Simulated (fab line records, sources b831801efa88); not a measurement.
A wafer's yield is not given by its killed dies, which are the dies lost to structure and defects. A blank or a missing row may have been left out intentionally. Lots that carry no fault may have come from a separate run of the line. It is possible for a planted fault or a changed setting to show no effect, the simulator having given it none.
A sampling plan put to the test || flow gf180mcu || 28 faults told of in these records, all on one fab line, each judged by the records of the lots it struck
What counts as the plan is the set of the line's own looks, namely the steps on the route at which a gauge or an inspection reads a wafer and does not change it. Where struck wafers have a number at a look and the file lists that look's usual mean and standard deviation on fault-free wafers, the look can be judged. Caught: the struck wafers' mean, at a look after the fault's first step, is 4 or more of those standard deviations (sigma) away from the usual mean. On the tool: here the same test is run on the tool's own readings at the fault's steps. Caught also covers a different recipe on the struck wafers, or a record left blank for those wafers only.

THE FAULTS, as the simulator had put them in
1. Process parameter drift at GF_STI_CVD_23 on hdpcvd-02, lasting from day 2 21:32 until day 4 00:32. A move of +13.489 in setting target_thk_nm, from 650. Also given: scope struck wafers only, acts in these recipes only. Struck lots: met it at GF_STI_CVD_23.
2. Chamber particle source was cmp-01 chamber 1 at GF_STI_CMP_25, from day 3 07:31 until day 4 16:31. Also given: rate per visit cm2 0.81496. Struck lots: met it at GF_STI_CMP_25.
3. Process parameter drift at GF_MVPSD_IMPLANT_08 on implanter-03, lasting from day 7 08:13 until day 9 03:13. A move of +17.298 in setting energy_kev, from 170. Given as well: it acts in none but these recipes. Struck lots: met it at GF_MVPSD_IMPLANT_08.
4. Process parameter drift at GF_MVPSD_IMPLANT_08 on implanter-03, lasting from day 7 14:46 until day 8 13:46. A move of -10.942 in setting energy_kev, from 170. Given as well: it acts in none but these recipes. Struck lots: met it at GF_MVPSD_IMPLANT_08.
5. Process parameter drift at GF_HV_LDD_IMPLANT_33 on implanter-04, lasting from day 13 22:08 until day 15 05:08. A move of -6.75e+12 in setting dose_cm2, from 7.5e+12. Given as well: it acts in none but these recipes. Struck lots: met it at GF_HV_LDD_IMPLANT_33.
6. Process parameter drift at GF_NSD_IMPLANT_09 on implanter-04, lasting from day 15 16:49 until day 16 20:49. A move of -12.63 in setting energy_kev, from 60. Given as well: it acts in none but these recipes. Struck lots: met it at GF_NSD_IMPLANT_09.
7. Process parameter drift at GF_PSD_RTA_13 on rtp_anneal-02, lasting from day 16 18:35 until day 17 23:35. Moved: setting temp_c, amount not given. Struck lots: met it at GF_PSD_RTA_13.
8. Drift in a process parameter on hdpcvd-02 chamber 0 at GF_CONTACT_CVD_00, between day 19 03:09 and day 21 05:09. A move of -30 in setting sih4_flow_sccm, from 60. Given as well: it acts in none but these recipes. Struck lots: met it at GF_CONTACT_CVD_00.
9. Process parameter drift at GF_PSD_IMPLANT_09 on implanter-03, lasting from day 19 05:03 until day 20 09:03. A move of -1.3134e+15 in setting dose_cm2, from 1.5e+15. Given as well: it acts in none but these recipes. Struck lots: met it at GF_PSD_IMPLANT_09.
10. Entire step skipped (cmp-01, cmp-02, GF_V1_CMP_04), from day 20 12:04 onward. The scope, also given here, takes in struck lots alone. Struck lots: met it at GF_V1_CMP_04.
11. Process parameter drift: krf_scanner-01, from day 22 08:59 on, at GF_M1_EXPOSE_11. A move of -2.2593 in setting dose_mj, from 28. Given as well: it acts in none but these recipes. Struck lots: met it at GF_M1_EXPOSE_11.
12. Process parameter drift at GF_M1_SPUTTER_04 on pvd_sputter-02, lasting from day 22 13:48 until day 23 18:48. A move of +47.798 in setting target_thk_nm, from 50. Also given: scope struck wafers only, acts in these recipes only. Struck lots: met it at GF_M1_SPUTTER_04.
13. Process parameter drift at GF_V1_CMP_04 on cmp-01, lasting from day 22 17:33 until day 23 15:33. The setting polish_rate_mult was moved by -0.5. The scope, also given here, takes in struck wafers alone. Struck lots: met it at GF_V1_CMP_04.
14. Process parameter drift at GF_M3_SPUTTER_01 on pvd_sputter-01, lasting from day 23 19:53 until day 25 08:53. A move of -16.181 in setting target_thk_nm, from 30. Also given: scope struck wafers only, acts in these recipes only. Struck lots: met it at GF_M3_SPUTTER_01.
15. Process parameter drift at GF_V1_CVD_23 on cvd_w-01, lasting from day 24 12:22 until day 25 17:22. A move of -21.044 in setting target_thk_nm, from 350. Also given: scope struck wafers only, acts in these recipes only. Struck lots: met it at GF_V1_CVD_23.
16. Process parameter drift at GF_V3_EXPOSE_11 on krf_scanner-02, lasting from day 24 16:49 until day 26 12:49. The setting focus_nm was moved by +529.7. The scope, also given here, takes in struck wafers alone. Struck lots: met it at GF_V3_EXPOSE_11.
17. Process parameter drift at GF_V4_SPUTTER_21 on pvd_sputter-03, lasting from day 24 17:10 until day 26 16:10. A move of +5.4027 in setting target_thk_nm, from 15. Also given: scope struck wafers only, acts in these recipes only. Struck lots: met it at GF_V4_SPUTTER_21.
18. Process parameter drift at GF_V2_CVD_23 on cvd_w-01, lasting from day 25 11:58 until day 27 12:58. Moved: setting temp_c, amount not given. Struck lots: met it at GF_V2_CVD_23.
19. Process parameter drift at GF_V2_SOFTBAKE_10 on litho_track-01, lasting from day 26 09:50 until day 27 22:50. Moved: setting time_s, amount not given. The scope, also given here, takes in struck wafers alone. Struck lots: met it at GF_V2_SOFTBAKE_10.
20. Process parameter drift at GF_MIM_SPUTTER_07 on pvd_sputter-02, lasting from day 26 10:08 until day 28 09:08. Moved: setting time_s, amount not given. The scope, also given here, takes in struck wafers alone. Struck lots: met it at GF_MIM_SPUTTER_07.
21. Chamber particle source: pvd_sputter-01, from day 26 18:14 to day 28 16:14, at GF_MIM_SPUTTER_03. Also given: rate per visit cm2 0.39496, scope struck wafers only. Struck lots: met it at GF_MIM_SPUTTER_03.
22. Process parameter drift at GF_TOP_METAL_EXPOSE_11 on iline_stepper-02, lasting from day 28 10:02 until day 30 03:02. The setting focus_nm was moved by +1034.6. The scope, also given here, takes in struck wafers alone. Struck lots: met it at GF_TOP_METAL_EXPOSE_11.
23. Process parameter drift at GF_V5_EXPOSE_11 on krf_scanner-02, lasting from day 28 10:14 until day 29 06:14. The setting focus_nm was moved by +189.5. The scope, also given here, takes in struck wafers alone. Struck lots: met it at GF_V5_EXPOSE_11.
24. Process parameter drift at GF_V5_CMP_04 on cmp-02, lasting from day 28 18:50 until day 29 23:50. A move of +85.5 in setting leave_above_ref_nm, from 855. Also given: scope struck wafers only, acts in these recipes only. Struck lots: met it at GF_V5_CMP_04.
25. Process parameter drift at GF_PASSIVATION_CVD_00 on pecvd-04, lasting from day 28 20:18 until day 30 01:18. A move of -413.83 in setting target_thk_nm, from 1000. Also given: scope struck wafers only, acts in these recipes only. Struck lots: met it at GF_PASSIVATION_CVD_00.
26. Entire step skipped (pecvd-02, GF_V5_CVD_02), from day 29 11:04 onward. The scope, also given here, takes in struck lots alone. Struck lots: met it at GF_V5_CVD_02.
27. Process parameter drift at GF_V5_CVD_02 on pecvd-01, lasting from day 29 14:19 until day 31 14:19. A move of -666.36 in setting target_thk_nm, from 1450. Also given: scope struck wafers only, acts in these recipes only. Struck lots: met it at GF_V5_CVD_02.
28. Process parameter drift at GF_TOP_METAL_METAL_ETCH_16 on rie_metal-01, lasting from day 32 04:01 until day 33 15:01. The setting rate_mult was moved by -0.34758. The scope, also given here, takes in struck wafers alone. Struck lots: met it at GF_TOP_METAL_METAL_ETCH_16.

WHAT THE PLAN SAW
{"fault": 1, "on the tool itself": "under 2 sigma", "first look that catches it": "none of the 3 looks that can be judged after it", "reading, sigma": "strongest: STI_CVD_23_THK at GF_STI_THK_MEAS_24, +3.4", "median hours from its first step to that look": "-", "hours from the fault's start to the first struck lot there": "-", "judged looks passed uncaught": 3}
{"fault": 2, "on the tool itself": "only faintly: overpolish_run_s +2.3 sigma", "first look that catches it": "none of the 2 looks that can be judged after it", "reading, sigma": "-", "median hours from its first step to that look": "-", "hours from the fault's start to the first struck lot there": "-", "judged looks passed uncaught": 2}
{"fault": 3, "on the tool itself": "beam_energy_keV +99 or beyond sigma", "first look that catches it": "GF_VT_IMPLANT_RS_MEAS_49", "reading, sigma": "MVPSD_RS -8.4", "median hours from its first step to that look": 68.2, "hours from the fault's start to the first struck lot there": 70, "judged looks passed uncaught": 1}
{"fault": 4, "on the tool itself": "beam_energy_keV -99 or beyond sigma", "first look that catches it": "GF_VT_IMPLANT_RS_MEAS_49", "reading, sigma": "MVPSD_RS +6.5", "median hours from its first step to that look": 69.2, "hours from the fault's start to the first struck lot there": 72, "judged looks passed uncaught": 1}
{"fault": 5, "on the tool itself": "dose_ions_cm2 -99 or beyond sigma", "first look that catches it": "GF_HV_LDD_TW_MEAS_38", "reading, sigma": "HV_LDD_3_TW -8.9", "median hours from its first step to that look": 0.7, "hours from the fault's start to the first struck lot there": 8, "judged looks passed uncaught": 0}
{"fault": 6, "on the tool itself": "beam_energy_keV -99 or beyond sigma", "first look that catches it": "GF_NSD_TW_MEAS_12", "reading, sigma": "NSD_TW -4.1", "median hours from its first step to that look": 0.4, "hours from the fault's start to the first struck lot there": 5, "judged looks passed uncaught": 0}
{"fault": 7, "on the tool itself": "wafer_temp_C_max +9.3 sigma", "first look that catches it": "GF_PSD_RS_MEAS_14", "reading, sigma": "NSD_RS -11", "median hours from its first step to that look": 0.1, "hours from the fault's start to the first struck lot there": 8, "judged looks passed uncaught": 0}
{"fault": 8, "on the tool itself": "sih4_flow_sccm -99 or beyond sigma", "first look that catches it": "GF_CONTACT_THK_MEAS_01", "reading, sigma": "CONTACT_CVD_00_THK -50", "median hours from its first step to that look": 0.1, "hours from the fault's start to the first struck lot there": 25, "judged looks passed uncaught": 0}
{"fault": 9, "on the tool itself": "dose_ions_cm2 -99 or beyond sigma", "first look that catches it": "GF_PSD_TW_MEAS_11", "reading, sigma": "PSD_TW -56", "median hours from its first step to that look": 0.2, "hours from the fault's start to the first struck lot there": 2, "judged looks passed uncaught": 0}
{"fault": 10, "on the tool itself": "the tool's record is blank for the struck wafers", "first look that catches it": "no look after it can be judged", "reading, sigma": "-", "median hours from its first step to that look": "-", "hours from the fault's start to the first struck lot there": "-", "judged looks passed uncaught": 0}
{"fault": 11, "on the tool itself": "exposure_dose_mJ_cm2 -74 sigma", "first look that catches it": "GF_M1_CD_MEAS_14", "reading, sigma": "cd_nm +9.0", "median hours from its first step to that look": 11.0, "hours from the fault's start to the first struck lot there": 22, "judged looks passed uncaught": 0}
{"fault": 12, "on the tool itself": "under 2 sigma", "first look that catches it": "GF_M1_THK_MEAS_06", "reading, sigma": "M1_ALCU_THK -7.7", "median hours from its first step to that look": 0.2, "hours from the fault's start to the first struck lot there": 19, "judged looks passed uncaught": 0}
{"fault": 13, "on the tool itself": "time_to_endpoint_s +5.6 sigma", "first look that catches it": "none of the 5 looks that can be judged after it", "reading, sigma": "-", "median hours from its first step to that look": "-", "hours from the fault's start to the first struck lot there": "-", "judged looks passed uncaught": 5}
{"fault": 14, "on the tool itself": "under 2 sigma", "first look that catches it": "none of the 4 looks that can be judged after it", "reading, sigma": "-", "median hours from its first step to that look": "-", "hours from the fault's start to the first struck lot there": "-", "judged looks passed uncaught": 4}
{"fault": 15, "on the tool itself": "under 2 sigma", "first look that catches it": "none of the 3 looks that can be judged after it", "reading, sigma": "strongest: V1_W_RS at GF_V1_RS_MEAS_24, +3.5", "median hours from its first step to that look": "-", "hours from the fault's start to the first struck lot there": "-", "judged looks passed uncaught": 3}
{"fault": 16, "on the tool itself": "no reading that can be judged", "first look that catches it": "GF_V3_CD_MEAS_14", "reading, sigma": "cd_nm +13", "median hours from its first step to that look": 10.1, "hours from the fault's start to the first struck lot there": 14, "judged looks passed uncaught": 0}
{"fault": 17, "on the tool itself": "under 2 sigma", "first look that catches it": "no look after it can be judged", "reading, sigma": "-", "median hours from its first step to that look": "-", "hours from the fault's start to the first struck lot there": "-", "judged looks passed uncaught": 0}
{"fault": 18, "on the tool itself": "susceptor_temp_C +83 sigma", "first look that catches it": "GF_V2_RS_MEAS_24", "reading, sigma": "V2_W_RS -16", "median hours from its first step to that look": 0.1, "hours from the fault's start to the first struck lot there": 26, "judged looks passed uncaught": 0}
{"fault": 19, "on the tool itself": "heater_power_total_W +99 or beyond sigma", "first look that catches it": "none of the 2 looks that can be judged after it", "reading, sigma": "-", "median hours from its first step to that look": "-", "hours from the fault's start to the first struck lot there": "-", "judged looks passed uncaught": 2}
{"fault": 20, "on the tool itself": "under 2 sigma", "first look that catches it": "no look after it can be judged", "reading, sigma": "-", "median hours from its first step to that look": "-", "hours from the fault's start to the first struck lot there": "-", "judged looks passed uncaught": 0}
{"fault": 21, "on the tool itself": "under 2 sigma", "first look that catches it": "none of the 5 looks that can be judged after it", "reading, sigma": "-", "median hours from its first step to that look": "-", "hours from the fault's start to the first struck lot there": "-", "judged looks passed uncaught": 5}
{"fault": 22, "on the tool itself": "no reading that can be judged", "first look that catches it": "GF_TOP_METAL_CD_MEAS_14", "reading, sigma": "cd_nm -55", "median hours from its first step to that look": 8.8, "hours from the fault's start to the first struck lot there": 38, "judged looks passed uncaught": 0}
{"fault": 23, "on the tool itself": "no reading that can be judged", "first look that catches it": "none of the 2 looks that can be judged after it", "reading, sigma": "strongest: cd_nm at GF_V5_CD_MEAS_14, +2.2", "median hours from its first step to that look": "-", "hours from the fault's start to the first struck lot there": "-", "judged looks passed uncaught": 2}
{"fault": 24, "on the tool itself": "under 2 sigma", "first look that catches it": "no look after it can be judged", "reading, sigma": "-", "median hours from its first step to that look": "-", "hours from the fault's start to the first struck lot there": "-", "judged looks passed uncaught": 0}
{"fault": 25, "on the tool itself": "under 2 sigma", "first look that catches it": "GF_PASSIVATION_THK_MEAS_01", "reading, sigma": "PASSIVATION_CVD_00_THK -30", "median hours from its first step to that look": 0.1, "hours from the fault's start to the first struck lot there": 8, "judged looks passed uncaught": 0}
{"fault": 26, "on the tool itself": "the tool's record is blank for the struck wafers", "first look that catches it": "none of the 3 looks that can be judged after it", "reading, sigma": "strongest: V5_BOW at GF_V5_BOW_MEAS_05, -2.9", "median hours from its first step to that look": "-", "hours from the fault's start to the first struck lot there": "-", "judged looks passed uncaught": 3}
{"fault": 27, "on the tool itself": "under 2 sigma", "first look that catches it": "GF_V5_THK_MEAS_03", "reading, sigma": "V5_CVD_02_THK -41", "median hours from its first step to that look": 0.1, "hours from the fault's start to the first struck lot there": 27, "judged looks passed uncaught": 0}
{"fault": 28, "on the tool itself": "oes_product_au -24 sigma", "first look that catches it": "no look after it can be judged", "reading, sigma": "-", "median hours from its first step to that look": "-", "hours from the fault's start to the first struck lot there": "-", "judged looks passed uncaught": 0}
A dash: this means the fault isn't caught or the number doesn't appear in these records.

Caught at a look: 14 of 28. Caught on the tool: 14 of 28. By one or the other: 19 of 28.
Faults 10, 13, 19, 26, 28 were caught on the tool alone.
Caught at a look alone: faults 12, 16, 22, 25, 27.
Caught by neither: faults 1, 2, 14, 15, 17, 20, 21, 23, 24.

THINNER SAMPLING
Were the look that catches a fault to measure just every second or every third lot (counted by lot number), the first struck lot would, at worst, be measured this late:
{"fault": 3, "struck lots at that look, in order of time": "L905, L906, L908", "every lot": "70 h", "every second lot": "79 h", "every third lot": "may miss all 3"}
{"fault": 4, "struck lots at that look, in order of time": "L915, L917", "every lot": "72 h", "every second lot": "may miss all 2", "every third lot": "may miss all 2"}
{"fault": 5, "struck lots at that look, in order of time": "L823, L825", "every lot": "8 h", "every second lot": "may miss all 2", "every third lot": "may miss all 2"}
{"fault": 6, "struck lots at that look, in order of time": "L309, L310, L311", "every lot": "5 h", "every second lot": "11 h", "every third lot": "22 h"}
{"fault": 7, "struck lots at that look, in order of time": "L919, L920", "every lot": "8 h", "every second lot": "19 h", "every third lot": "may miss all 2"}
{"fault": 8, "struck lots at that look, in order of time": "L435, L437", "every lot": "25 h", "every second lot": "may miss all 2", "every third lot": "may miss all 2"}
{"fault": 9, "struck lots at that look, in order of time": "L309, L312", "every lot": "2 h", "every second lot": "24 h", "every third lot": "may miss all 2"}
{"fault": 11, "struck lots at that look, in order of time": "L948, L949, L950", "every lot": "22 h", "every second lot": "32 h", "every third lot": "45 h"}
{"fault": 12, "struck lots at that look, in order of time": "L144, L145", "every lot": "19 h", "every second lot": "24 h", "every third lot": "may miss all 2"}
{"fault": 16, "struck lots at that look, in order of time": "L901, L902", "every lot": "14 h", "every second lot": "23 h", "every third lot": "may miss all 2"}
{"fault": 18, "struck lots at that look, in order of time": "L328, L330", "every lot": "26 h", "every second lot": "may miss all 2", "every third lot": "may miss all 2"}
{"fault": 22, "struck lots at that look, in order of time": "L487", "every lot": "38 h", "every second lot": "may miss it", "every third lot": "may miss it"}
{"fault": 25, "struck lots at that look, in order of time": "L155, L156", "every lot": "8 h", "every second lot": "15 h", "every third lot": "may miss all 2"}
{"fault": 27, "struck lots at that look, in order of time": "L102", "every lot": "27 h", "every second lot": "may miss it", "every third lot": "may miss it"}
Hours count from the start of the fault until the first struck lot that is measured. The test against the limit of 4 sigma pooled every struck wafer, which means one lot taken alone may stay below that limit. Other struck lots may not be in these records.

THE LONGEST TIMED WAY FROM STEP TO LOOK
For fault 4, GF_MVPSD_IMPLANT_08 and GF_VT_IMPLANT_RS_MEAS_49 are separated by a median of 69.2 hours. The look between them that can be judged stayed within 4 sigma: GF_VT_IMPLANT_OVL_MEAS_18.
